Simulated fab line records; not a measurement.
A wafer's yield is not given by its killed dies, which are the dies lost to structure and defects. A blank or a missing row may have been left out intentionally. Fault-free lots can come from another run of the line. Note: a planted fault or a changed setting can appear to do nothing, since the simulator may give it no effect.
fab line records	flow sfq-line
record: lots: 5	wafers: 23
route steps=325 shown L0@7 L0V@17 M0@29 I0@47 M1@62
start-h: hours from the record's opening day to when the first of the lot's shown wafers began	wait-h: how many hours have passed since the lot's step before this one	" repeats the value in the row above	L1.1+2: several wafers, shown together as one row	- value missing, or start not given	* or withheld: withheld	< > ~ a bound
route shown NAME@n: names a module that has steps shown in the file, with the first one's number in the route	usual: mean and standard deviation over wafers with no fault	same: alike in all rows	chamber/n: place in a boat	sites: per-site readings	_std_site: the values' standard deviation	_edge_site: inner sites' mean taken away from outer sites' mean	radius-mm: how far each site lies from the wafer's centre	mask NAME#n: copy n	behind: the most recent tool/chamber to have shaped the wafer	hold: cause of the lot's hold/its duration in hours/its outcome	device: whichever transistor did not switch (one of n, p or np)	end of line: at the end of the route, the tests of the same wafers	for a step that has no rows: nothing shown but its recipe	killed: the dies lost at the first sort to structure and to defects; this is not the yield of the wafer	map: the dies of a wafer, with x for killed, . for not killed, _ for no die there
set.NAME: setting as actually run; set.NAME@STEP: the setting as run at that earlier step	model.NAME: the simulator's own value behind a step, which no gauge read
lots run with intentionally changed settings; tables by step, rows by wafer
== steps ==
step: SFQ_TRILAYER_L0_LITHO_COAT_005
recipe: resist: KrF	spin-rpm: 3000	resist-thk-nm: 600
lot.wafer	tool	chamber	start-h	wait-h	set.resist-thk-nm	model.KrF_of_TRILAYER_L0_LITHO_COAT_005.thk-nm
L076.1	litho-track-03	0	23.04	0.2	626.3	626.9
L076.2	"	0	"	"	600	601.7
L076.3+6	"	0	"	"	600	600.7
L076.5	"	0	"	"	626.3	626.1
L081.2+3	litho-track-02	0	48.09	0.2	600	600.6
L081.6	"	0	"	"	600	598.7
L082.1	litho-track-02	0	53.04	0.2	600	598
L082.2	"	0	"	"	600	599.8
L082.3	"	0	"	"	600	599
L082.5	"	0	"	"	600	598.2
L082.6	"	0	"	"	600	598.9
L083.1	litho-track-04	0	58.04	0.2	600	602.2
L083.2	"	0	"	"	600	601.4
L083.3	"	0	"	"	634.9	636
L083.5	"	0	"	"	600	601.1
L083.6	"	0	"	"	634.9	636.2
L084.1	litho-track-03	0	63.04	0.2	600	600.1
L084.2	"	0	"	"	600	601.5
L084.3	"	0	"	"	600	601.1
L084.4	"	0	"	"	600	601.2
L084.6	"	0	"	"	600	599.4
step: SFQ_TRILAYER_L0_LITHO_SOFTBAKE_009
recipe: temp-c: withheld	time-s: withheld	resist: KrF
step: SFQ_TRILAYER_L0_LITHO_EXPOSE_006
recipe: mask-id: L0	na: 0.6	source-shape: conventional	sigma-outer: 0.65	target-cd-nm: 2000	dose-mj: 14.4
step: SFQ_TRILAYER_L0_LITHO_PEB_008
recipe: peb-temp-c: 115	peb-time-s: 59.02	resist: KrF
step: SFQ_TRILAYER_L0_LITHO_DEVELOP_007
recipe: time-s: 60	resist: KrF
step: SFQ_TRILAYER_L0_BARC_OPEN_METAL_ETCH_010
recipe: mask-material: PR	chemistry: O2	target-depth-nm: 125	target: BARC	icp-w: 600	bias-w: 80	pressure-mtorr: 10	time-s: 41.7
lot.wafer	tool	chamber	start-h	wait-h	set.resist-thk-nm@TRILAYER_L0_LITHO_COAT_005	model.KrF_of_TRILAYER_L0_LITHO_COAT_005.thk-nm
L076.1	rie-metal-01	0	93.04	0.1	626.3	549.4
L076.2	"	1	"	"	600	525.6
L076.3	"	1	"	"	600	524.8
L076.5	"	0	"	"	626.3	549.1
L076.6	"	1	"	"	600	524.7
L081.2	rie-metal-03	0	121.76	0.1	600	524
L081.3	"	1	"	"	600	523.2
L081.6	"	1	"	"	600	521.2
L082.1	rie-metal-03	1	127.76	0.1	600	520.9
L082.2	"	0	"	"	600	523.4
L082.3	"	1	"	"	600	522.2
L082.5	"	0	"	"	600	522.4
L082.6	"	1	"	"	600	521.9
L083.1	rie-metal-01	0	132.56	0.1	600	523.3
L083.2	"	1	"	"	600	523.8
L083.3	"	0	"	"	634.9	557.5
L083.5	"	1	"	"	600	523.5
L083.6	"	0	"	"	634.9	557.9
L084.1	rie-metal-01	1	138.56	0.1	600	523.6
L084.2	"	0	"	"	600	524
L084.3	"	0	"	"	600	523.2
L084.4	"	1	"	"	600	524.6
L084.6	"	0	"	"	600	521.8
step: SFQ_TRILAYER_L0_ETCH_METAL_ETCH_008
recipe: target: MoNx_KI	stop-on: SiO2	mask-material: PR	chemistry: SF6/O2	target-depth-nm: 50	icp-w: 600	bias-w: 80	pressure-mtorr: 10	time-s: 25
lot.wafer	tool	chamber	start-h	wait-h	set.resist-thk-nm@TRILAYER_L0_LITHO_COAT_005	model.KrF_of_TRILAYER_L0_LITHO_COAT_005.thk-nm
L076.1	rie-metal-01	0	93.10	0.0	626.3	507.3
L076.2	"	1	"	"	600	484.2
L076.3	"	1	"	"	600	483.6
L076.5	"	0	"	"	626.3	507.1
L076.6	"	1	"	"	600	483.3
L081.2	rie-metal-03	0	121.82	0.0	600	482.3
L081.3	"	1	"	"	600	481.2
L081.6	"	1	"	"	600	479.1
L082.1	rie-metal-03	1	127.82	0.0	600	479.6
L082.2	"	0	"	"	600	482.5
L082.3+6	"	1	"	"	600	480.5
L082.5	"	0	"	"	600	481.5
L083.1	rie-metal-01	0	132.62	0.0	600	481.1
L083.2	"	1	"	"	600	482.6
L083.3	"	0	"	"	634.9	515.4
L083.5	"	1	"	"	600	482.2
L083.6	"	0	"	"	634.9	515.5
L084.1	rie-metal-01	1	138.62	0.0	600	482.2
L084.2	"	0	"	"	600	481.5
L084.3	"	0	"	"	600	480.8
L084.4	"	1	"	"	600	483.5
L084.6	"	0	"	"	600	480
step: SFQ_TRILAYER_L0_VIA_LITHO_COAT_018
recipe: resist: BARC	spin-rpm: 3000	resist-thk-nm: 62
lot.wafer	tool	chamber	start-h	wait-h	set.spin-rpm
L076.1+3+5	litho-track-03	0	93.94	0.0	2907
L076.2+6	"	0	"	"	3000
L081.2+3+6	litho-track-04	0	122.72	0.1	3000
L082.1+2+3+5+6	litho-track-04	0	128.67	0.0	3000
L083.1+2+3+5+6	litho-track-01	0	133.47	0.0	3000
L084.1+2+3	litho-track-03	0	139.47	0.0	3000
L084.4+6	"	0	"	"	2907
step: SFQ_TRILAYER_L0_VIA_LITHO_PEB_016
recipe: peb-temp-c: 115	peb-time-s: 60	resist: KrF
lot.wafer	tool	chamber	start-h	wait-h	set.peb-time-s
L076.1+2	litho-track-03	0	170.88	1.0	60
L076.3+5+6	"	0	"	"	67.27
L081.2+3+6	litho-track-04	0	204.61	0.8	60
L082.1+3+5	litho-track-03	0	220.24	1.0	52.95
L082.2+6	"	0	"	"	60
L083.1+2+6	litho-track-01	0	227.44	1.0	60
L083.3+5	"	0	"	"	67.77
L084.1+3	litho-track-01	0	232.69	1.0	60
L084.2+4+6	"	0	"	"	55.64
step: SFQ_TRILAYER_L0_VIA_LITHO_DEVELOP_015
recipe: time-s: 60	resist: KrF
step: SFQ_TRILAYER_L0_VIA_BARC_OPEN_VIA_ETCH_021
recipe: mask-material: PR	chemistry: O2	target-depth-nm: 125	target: BARC	source-w: 500	bias-w: 80	pressure-mtorr: 30	time-s: 41.7
lot.wafer	tool	chamber	start-h	wait-h	set.spin-rpm@TRILAYER_L0_VIA_LITHO_COAT_018	set.peb-time-s@TRILAYER_L0_VIA_LITHO_PEB_016	model.L0V.cd-nm	model.etch.depth-nm
L076.1	rie-diel-02	2	171.22	0.0	2907	60	699.5	63.07
L076.2	"	0	"	"	3000	60	699.1	62.09
L076.3	"	1	"	"	2907	67.27	715	62.94
L076.5	"	0	"	"	2907	67.27	714.6	63.04
L076.6	"	3	"	"	3000	67.27	716	62.13
L081.2	rie-diel-04	2	204.92	0.0	3000	60	701.4	62.08
L081.3	"	1	"	"	3000	60	700.2	62
L081.6	"	1	"	"	3000	60	701.9	61.88
L082.1	rie-diel-04	1	220.57	0.0	3000	52.95	681.7	-
L082.2	"	2	"	"	3000	60	700.9	61.76
L082.3	"	3	"	"	3000	52.95	681	62.01
L082.5	"	1	"	"	3000	52.95	682.9	-
L082.6	"	2	"	"	3000	60	700.9	-
L083.1	rie-diel-01	2	227.77	0.0	3000	60	700.8	62.08
L083.2	"	3	"	"	3000	60	699.8	-
L083.3	"	0	"	"	3000	67.77	716.1	61.99
L083.5	"	2	"	"	3000	67.77	717.5	-
L083.6	"	3	"	"	3000	60	700.4	-
L084.1	rie-diel-02	1	233.02	0.0	3000	60	700.1	-
L084.2	"	0	"	"	3000	55.64	687.6	61.91
L084.3	"	2	"	"	3000	60	699.4	61.79
L084.4	"	3	"	"	2907	55.64	689.8	-
L084.6	"	1	"	"	2907	55.64	689.4	62.87
step: SFQ_TRILAYER_M0_DEP_SPUTTER_019
recipe: material: Nb	base-pressure-pa: 1.33e-06	chamber-pressure-pa: 0.1333	substrate-temp-c: 20	resputter-cathode-voltage-v: 400	target-thk-nm: 200	power-w: 2000	time-s: 133.3
lot.wafer	tool	chamber	start-h	wait-h	set.time-s	model.Nb_of_TRILAYER_M0_DEP_SPUTTER_019.thk-nm
L076.1	pvd-sputter-05	-	172.11	0.0	133.3	197.7
L076.2	"	-	"	"	133.3	197.9
L076.3	"	-	"	"	133.3	197.6
L076.5	"	-	"	"	127.9	189.3
L076.6	"	-	"	"	127.9	189.2
L081.2	pvd-sputter-05	-	205.80	0.0	133.3	198.3
L081.3	"	-	"	"	133.3	200.6
L081.6	"	-	"	"	133.3	201.1
L082.1	pvd-sputter-05	-	221.48	0.0	140	209
L082.2	"	-	"	"	133.3	199
L082.3	"	-	"	"	133.3	199.7
L082.5	"	-	"	"	140	207.3
L082.6	"	-	"	"	140	209.9
L083.1	pvd-sputter-03	-	228.66	0.0	133.3	198.6
L083.2	"	-	"	"	116.9	174.5
L083.3	"	-	"	"	133.3	198.1
L083.5	"	-	"	"	133.3	197.7
L083.6	"	-	"	"	116.9	173.6
L084.1	pvd-sputter-05	-	233.93	0.0	144.4	213.8
L084.2	"	-	"	"	133.3	197.7
L084.3	"	-	"	"	133.3	197.2
L084.4	"	-	"	"	144.4	216.7
L084.6	"	-	"	"	133.3	197.8
step: SFQ_M0_RS_MEAS_904
recipe: thk-meas-gauge: four-point-probe	reads: Nb_of_TRILAYER_M0_DEP_SPUTTER_019
usual: M0_NB_RS: 0.893/0.0082
lot.wafer	tool	chamber	start-h	wait-h	set.time-s@TRILAYER_M0_DEP_SPUTTER_019	M0_NB_RS[ohm/sq]
L076.1	film-metro-03	-	172.20	0.0	133.3	0.897
L076.2	"	-	"	"	133.3	0.900
L076.3	"	-	"	"	133.3	0.903
L076.5	"	-	"	"	127.9	0.942
L076.6	"	-	"	"	127.9	0.942
L081.2	film-metro-02	-	205.91	0.1	133.3	0.899
L081.3	"	-	"	"	133.3	0.886
L081.6	"	-	"	"	133.3	0.885
L082.1	film-metro-02	-	221.57	0.0	140	0.851
L082.2	"	-	"	"	133.3	0.894
L082.3	"	-	"	"	133.3	0.890
L082.5	"	-	"	"	140	0.860
L082.6	"	-	"	"	140	0.849
L083.1	film-metro-01	-	228.75	0.0	133.3	0.899
L083.2	"	-	"	"	116.9	1.022
L083.3	"	-	"	"	133.3	0.899
L083.5	"	-	"	"	133.3	0.899
L083.6	"	-	"	"	116.9	1.026
L084.1	film-metro-03	-	234.02	0.0	144.4	0.832
L084.2	"	-	"	"	133.3	0.899
L084.3	"	-	"	"	133.3	0.903
L084.4	"	-	"	"	144.4	0.819
L084.6	"	-	"	"	133.3	0.901
step: SFQ_TRILAYER_M0_LITHO_COAT_021
recipe: resist: KrF	spin-rpm: 3000	resist-thk-nm: 600
lot.wafer	tool	chamber	start-h	wait-h	set.spin-rpm	model.KrF_of_TRILAYER_M0_LITHO_COAT_021.thk-nm
L076.1	litho-track-02	0	172.68	0.2	3000	597.4
L076.2	"	0	"	"	3000	596.5
L076.3	"	0	"	"	3163	582.2
L076.5	"	0	"	"	3163	582
L076.6	"	0	"	"	3000	598.1
L081.2	litho-track-01	0	206.42	0.2	3000	600.4
L081.3	"	0	"	"	3000	601.6
L081.6	"	0	"	"	3000	600.1
L082.1	litho-track-01	0	222.05	0.2	3000	-
L082.2	"	0	"	"	3000	600
L082.3	"	0	"	"	2794	623.8
L082.5+6	"	0	"	"	2794	-
L083.1	litho-track-03	0	229.23	0.2	2821	619.3
L083.2	"	0	"	"	3000	-
L083.3	"	0	"	"	2821	620.8
L083.5	"	0	"	"	3000	599.8
L083.6	"	0	"	"	2821	-
L084.1+4	litho-track-01	0	234.50	0.2	2930	-
L084.2	"	0	"	"	2930	605.2
L084.3	"	0	"	"	3000	597.9
L084.6	"	0	"	"	3000	597.4
step: SFQ_TRILAYER_M0_ETCH_METAL_ETCH_024
recipe: target: Nb	stop-on: SiO2	mask-material: PR	chemistry: Cl2/Ar	target-depth-nm: 240	icp-w: 600	bias-w: 80	pressure-mtorr: 10	time-s: 120
usual: oes-product-au: 0.893/0.0067
lot.wafer	tool	chamber	start-h	wait-h	set.icp-w	set.time-s@TRILAYER_M0_DEP_SPUTTER_019	set.spin-rpm@TRILAYER_M0_LITHO_COAT_021	oes-product-au	model.KrF_of_TRILAYER_M0_LITHO_COAT_021.thk-nm
L076.1	rie-metal-03	1	263.96	0.0	600	133.3	3000	0.890	375.8
L076.2	"	0	"	"	562.2	133.3	3000	0.895	389.8
L076.3	"	0	"	"	562.2	133.3	3163	0.892	374.8
L076.5	"	1	"	"	600	127.9	3163	0.872	361.5
L076.6	"	0	"	"	600	127.9	3000	0.867	384.9
L081.2	rie-metal-01	1	309.56	0.0	600	133.3	3000	0.888	383.4
L081.3	"	0	"	"	600	133.3	3000	0.904	385.4
L081.6	"	1	"	"	600	133.3	3000	0.897	381.4
L082.1	rie-metal-01	0	329.20	0.0	600	140	3000	0.928	-
L082.2	"	1	"	"	600	133.3	3000	0.889	380.4
L082.3	"	1	"	"	600	133.3	2794	0.897	404.4
L082.5	"	0	"	"	645.1	140	2794	0.918	-
L082.6	"	1	"	"	645.1	140	2794	0.913	-
L083.1	rie-metal-02	1	336.40	0.0	551	133.3	2821	0.892	412.9
L083.2	"	0	"	"	600	116.9	3000	0.825	-
L083.3	"	1	"	"	551	133.3	2821	0.889	413.7
L083.5	"	1	"	"	600	133.3	3000	0.882	383
L083.6	"	0	"	"	600	116.9	2821	0.830	-
L084.1	rie-metal-01	0	343.60	0.0	600	144.4	2930	0.924	-
L084.2	"	1	"	"	600	133.3	2930	0.888	385.6
L084.3	"	0	"	"	600	133.3	3000	0.895	382.1
L084.4	"	1	"	"	600	144.4	2930	0.928	-
L084.6	"	0	"	"	600	133.3	3000	0.894	381.2
step: SFQ_TRILAYER_I0_VIA_LITHO_COAT_036
recipe: resist: BARC	spin-rpm: 3000	resist-thk-nm: 62
lot.wafer	tool	chamber	start-h	wait-h	set.spin-rpm	model.BARC_of_TRILAYER_I0_VIA_LITHO_COAT_036.thk-nm
L076.1	litho-track-04	0	269.26	1.0	3000	62.13
L076.2	"	0	"	"	3060	61.42
L076.3	"	0	"	"	3060	61.39
L076.5	"	0	"	"	3060	61.31
L076.6	"	0	"	"	3000	61.84
L081.2	litho-track-02	0	316.09	0.8	3000	62.05
L081.3	"	0	"	"	3000	61.84
L081.6	"	0	"	"	3000	61.86
L082.1	litho-track-02	0	334.50	1.0	3000	61.91
L082.2	"	0	"	"	3000	61.87
L082.3	"	0	"	"	3000	61.89
L082.5	"	0	"	"	3000	62.03
L082.6	"	0	"	"	3000	61.93
L083.1	litho-track-01	0	346.50	1.0	3000	61.69
L083.2	"	0	"	"	3000	61.7
L083.3	"	0	"	"	3000	61.99
L083.5	"	0	"	"	3000	61.88
L083.6	"	0	"	"	3000	61.8
L084.1	litho-track-01	0	353.19	1.1	3000	62.34
L084.2	"	0	"	"	3213	60.08
L084.3	"	0	"	"	3000	62.47
L084.4	"	0	"	"	3213	60.09
L084.6	"	0	"	"	3000	62.19
step: SFQ_TRILAYER_I0_VIA_LITHO_EXPOSE_032
recipe: mask-id: I0	na: 0.6	source-shape: conventional	sigma-outer: 0.65	target-cd-nm: 500	dose-mj: 21.3
lot.wafer	tool	chamber	start-h	wait-h	mask	set.dose-mj
L076.1+2+5	krf-scanner-02	0	382.18	-	I0#0	21.3
L076.3+6	"	0	"	"	I0#0	22.21
L081.2+3+6	krf-scanner-01	0	439.20	-	I0#0	21.3
L082.1+3	krf-scanner-01	0	462.80	-	I0#0	22.03
L082.2+5+6	"	0	"	"	I0#0	21.3
L083.1+2+3+5+6	krf-scanner-02	0	479.18	-	I0#0	21.3
L084.1+2	krf-scanner-02	0	486.38	-	I0#0	21.88
L084.3+4+6	"	0	"	"	I0#0	21.3
step: SFQ_TRILAYER_I0_VIA_LITHO_PEB_034
recipe: peb-temp-c: 115	peb-time-s: 60	resist: KrF
step: SFQ_TRILAYER_I0_VIA_LITHO_DEVELOP_033
recipe: time-s: 60	resist: KrF
step: SFQ_TRILAYER_I0_VIA_BARC_OPEN_VIA_ETCH_046
recipe: mask-material: PR	chemistry: O2	target-depth-nm: 125	target: BARC	source-w: 500	bias-w: 80	pressure-mtorr: 30	time-s: 43.03
lot.wafer	tool	chamber	start-h	wait-h	set.spin-rpm@TRILAYER_I0_VIA_LITHO_COAT_036	set.dose-mj@TRILAYER_I0_VIA_LITHO_EXPOSE_032	model.I0.cd-nm	model.etch.depth-nm
L076.1	rie-diel-04	3	383.71	0.0	3000	21.3	499.1	62.13
L076.2	"	1	"	"	3060	21.3	497.1	61.42
L076.3	"	2	"	"	3060	22.21	505.7	61.39
L076.5	"	1	"	"	3060	21.3	497.4	61.31
L076.6	"	0	"	"	3000	22.21	503.7	61.84
L081.2	rie-diel-04	1	440.53	0.0	3000	21.3	499.8	62.05
L081.3	"	0	"	"	3000	21.3	501.2	61.84
L081.6	"	1	"	"	3000	21.3	500.2	61.86
L082.1	rie-diel-03	0	464.33	0.0	3000	22.03	507.9	-
L082.2	"	1	"	"	3000	21.3	501.5	61.87
L082.3	"	3	"	"	3000	22.03	507.9	61.89
L082.5	"	3	"	"	3000	21.3	503	-
L082.6	"	0	"	"	3000	21.3	502.2	-
L083.1	rie-diel-02	2	480.71	0.0	3000	21.3	500.3	61.69
L083.2	"	3	"	"	3000	21.3	500.5	-
L083.3	"	1	"	"	3000	21.3	500.9	61.99
L083.5	"	3	"	"	3000	21.3	501.2	-
L083.6	"	0	"	"	3000	21.3	502.5	-
L084.1	rie-diel-04	1	487.91	0.0	3000	21.88	503.7	-
L084.2	"	3	"	"	3213	21.88	502.8	60.08
L084.3	"	0	"	"	3000	21.3	499.5	62.47
L084.4	"	2	"	"	3213	21.3	499.4	-
L084.6	"	0	"	"	3000	21.3	500.9	62.19
step: SFQ_TRILAYER_M1_LITHO_COAT_044
recipe: resist: BARC	spin-rpm: 3000	resist-thk-nm: 62
lot.wafer	tool	chamber	start-h	wait-h	set.resist-thk-nm	model.BARC_of_TRILAYER_M1_LITHO_COAT_044.thk-nm
L076.1	litho-track-03	0	384.96	0.1	62	61.79
L076.2	"	0	"	"	62	61.7
L076.3	"	0	"	"	62	61.66
L076.5	"	0	"	"	62	61.69
L076.6	"	0	"	"	62	61.88
L081.2	litho-track-02	0	442.41	0.1	62	62.04
L081.3	"	0	"	"	62	62.28
L081.6	"	0	"	"	62	62.13
L082.1	litho-track-03	0	465.56	0.1	62	61.72
L082.2	"	0	"	"	62	61.78
L082.3	"	0	"	"	64.47	64.2
L082.5	"	0	"	"	62	61.74
L082.6	"	0	"	"	64.47	64.27
L083.1	litho-track-02	0	482.54	0.1	60.83	60.77
L083.2	"	0	"	"	62	61.86
L083.3	"	0	"	"	62	62.09
L083.5	"	0	"	"	60.83	60.85
L083.6	"	0	"	"	60.83	60.68
L084.1	litho-track-04	0	489.16	0.1	59.89	59.79
L084.2	"	0	"	"	62	62.05
L084.3	"	0	"	"	62	61.97
L084.4	"	0	"	"	62	62.06
L084.6	"	0	"	"	59.89	60.01
step: SFQ_TRILAYER_M1_LITHO_COAT_039
recipe: resist: KrF	spin-rpm: 3000	resist-thk-nm: 600
step: SFQ_TRILAYER_M1_LITHO_SOFTBAKE_043
recipe: temp-c: withheld	time-s: withheld	resist: KrF
step: SFQ_TRILAYER_M1_LITHO_DEVELOP_041
recipe: time-s: 60	resist: KrF
step: SFQ_TRILAYER_M1_BARC_OPEN_METAL_ETCH_054
recipe: mask-material: PR	chemistry: O2	target-depth-nm: 125	target: BARC	icp-w: 600	bias-w: 80	pressure-mtorr: 10	time-s: 41.7
lot.wafer	tool	chamber	start-h	wait-h	set.resist-thk-nm@TRILAYER_M1_LITHO_COAT_044	model.etch.depth-nm
L076.1	rie-metal-03	0	527.64	0.0	62	61.79
L076.2	"	1	"	"	62	61.7
L076.3	"	1	"	"	62	61.66
L076.5	"	1	"	"	62	61.69
L076.6	"	0	"	"	62	61.88
L081.2	rie-metal-01	0	578.29	0.0	62	62.04
L081.3	"	0	"	"	62	62.28
L081.6	"	0	"	"	62	62.13
L082.1+5	rie-metal-01	0,1	605.47	0.0	62	-
L082.2	"	1	"	"	62	61.78
L082.3	"	0	"	"	64.47	64.2
L082.6	"	0	"	"	64.47	-
L083.1	rie-metal-04	1	624.67	0.0	60.83	60.77
L083.2	"	0	"	"	62	-
L083.3	"	1	"	"	62	62.09
L083.5+6	"	0,1	"	"	60.83	-
L084.1	rie-metal-04	0	630.80	0.0	59.89	-
L084.2	"	1	"	"	62	62.05
L084.3	"	0	"	"	62	61.97
L084.4	"	1	"	"	62	-
L084.6	"	1	"	"	59.89	60.01
step: SFQ_TRILAYER_M1_ETCH_METAL_ETCH_042
recipe: target: Nb	stop-on: SiO2	mask-material: PR	chemistry: Cl2/Ar	target-depth-nm: 240	icp-w: 600	bias-w: 80	pressure-mtorr: 10	time-s: 120
lot.wafer	tool	chamber	start-h	wait-h	set.time-s	model.KrF_of_TRILAYER_M1_LITHO_COAT_039.thk-nm
L076.1	rie-metal-03	0	527.70	0.0	120	383.8
L076.2	"	1	"	"	120	380.7
L076.3	"	1	"	"	120	378.5
L076.5	"	1	"	"	120	382.4
L076.6	"	0	"	"	120	384.3
L081.2+3	rie-metal-01	0	578.35	0.0	120	380.5
L081.6	"	0	"	"	120	380.1
L082.1	rie-metal-01	1	605.53	0.0	120	386.4
L082.2	"	0	"	"	120	384.6
L082.3	"	1	"	"	120	386.6
L082.5	"	1	"	"	120	386.2
L082.6	"	1	"	"	120	385.3
L083.1	rie-metal-04	1	624.73	0.0	120	379.1
L083.2	"	0	"	"	120	379.9
L083.3	"	1	"	"	120	380.5
L083.5	"	0	"	"	131.4	365.3
L083.6	"	1	"	"	131.4	365.9
L084.1	rie-metal-04	0	630.86	0.0	132.2	361.2
L084.2	"	1	"	"	120	376.9
L084.3+6	"	0,1	"	"	120	377.3
L084.4	"	1	"	"	132.2	362.9
== key ==
split: step: SFQ_TRILAYER_L0_LITHO_COAT_005	setting: resist-thk-nm	stated: 600	by: wafer
response: step: SFQ_TRILAYER_L0_LITHO_COAT_005	reading: model.KrF_of_TRILAYER_L0_LITHO_COAT_005.thk-nm	change: +5.89	per: 1%	r: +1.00
response: step: SFQ_TRILAYER_L0_BARC_OPEN_METAL_ETCH_010	reading: model.KrF_of_TRILAYER_L0_LITHO_COAT_005.thk-nm	change: +5.75	per: 1%	r: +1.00
response: step: SFQ_TRILAYER_L0_ETCH_METAL_ETCH_008	reading: model.KrF_of_TRILAYER_L0_LITHO_COAT_005.thk-nm	change: +5.61	per: 1%	r: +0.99
split: step: SFQ_TRILAYER_L0_VIA_LITHO_COAT_018	setting: spin-rpm	stated: 3000	by: wafer
response: step: SFQ_TRILAYER_L0_VIA_BARC_OPEN_VIA_ETCH_021	reading: model.etch.depth-nm	change: -0.305	per: 1%	r: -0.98
split: step: SFQ_TRILAYER_L0_VIA_LITHO_PEB_016	setting: peb-time-s	stated: 60	by: wafer
response: step: SFQ_TRILAYER_L0_VIA_BARC_OPEN_VIA_ETCH_021	reading: model.L0V.cd-nm	change: +1.4	per: 1%	r: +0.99
split: step: SFQ_TRILAYER_M0_DEP_SPUTTER_019	setting: time-s	stated: 133.3	by: wafer
response: step: SFQ_TRILAYER_M0_DEP_SPUTTER_019	reading: model.Nb_of_TRILAYER_M0_DEP_SPUTTER_019.thk-nm	change: +2	per: 1%	r: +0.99
response: step: SFQ_M0_RS_MEAS_904	reading: M0_NB_RS	change: -0.00964	per: 1%	r: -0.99
response: step: SFQ_TRILAYER_M0_ETCH_METAL_ETCH_024	reading: oes-product-au	change: +0.00476	per: 1%	r: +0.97
split: step: SFQ_TRILAYER_M0_LITHO_COAT_021	setting: spin-rpm	stated: 3000	by: wafer
response: step: SFQ_TRILAYER_M0_LITHO_COAT_021	reading: model.KrF_of_TRILAYER_M0_LITHO_COAT_021.thk-nm	change: -3.16	per: 1%	r: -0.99
response: step: SFQ_TRILAYER_M0_ETCH_METAL_ETCH_024	reading: model.KrF_of_TRILAYER_M0_LITHO_COAT_021.thk-nm	change: -3.58	per: 1%	r: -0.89
split: step: SFQ_TRILAYER_M0_ETCH_METAL_ETCH_024	setting: icp-w	stated: 600	by: wafer
response: step: SFQ_TRILAYER_M0_ETCH_METAL_ETCH_024	reading: model.KrF_of_TRILAYER_M0_LITHO_COAT_021.thk-nm	slope: -1.6	per: 1%	together-with: spin-rpm@TRILAYER_M0_LITHO_COAT_021	explained: 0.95
split: step: SFQ_TRILAYER_I0_VIA_LITHO_COAT_036	setting: spin-rpm	stated: 3000	by: wafer
response: step: SFQ_TRILAYER_I0_VIA_LITHO_COAT_036	reading: model.BARC_of_TRILAYER_I0_VIA_LITHO_COAT_036.thk-nm	change: -0.316	per: 1%	r: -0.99
response: step: SFQ_TRILAYER_I0_VIA_BARC_OPEN_VIA_ETCH_046	reading: model.etch.depth-nm	change: -0.314	per: 1%	r: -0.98
split: step: SFQ_TRILAYER_I0_VIA_LITHO_EXPOSE_032	setting: dose-mj	stated: 21.3	by: wafer
response: step: SFQ_TRILAYER_I0_VIA_BARC_OPEN_VIA_ETCH_046	reading: model.I0.cd-nm	change: +1.54	per: 1%	r: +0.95
split: step: SFQ_TRILAYER_M1_LITHO_COAT_044	setting: resist-thk-nm	stated: 62	by: wafer
response: step: SFQ_TRILAYER_M1_LITHO_COAT_044	reading: model.BARC_of_TRILAYER_M1_LITHO_COAT_044.thk-nm	change: +0.626	per: 1%	r: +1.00
response: step: SFQ_TRILAYER_M1_BARC_OPEN_METAL_ETCH_054	reading: model.etch.depth-nm	change: +0.608	per: 1%	r: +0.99
split: step: SFQ_TRILAYER_M1_ETCH_METAL_ETCH_042	setting: time-s	stated: 120	by: wafer
response: step: SFQ_TRILAYER_M1_ETCH_METAL_ETCH_042	reading: model.KrF_of_TRILAYER_M1_LITHO_COAT_039.thk-nm	change: -1.49	per: 1%	r: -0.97
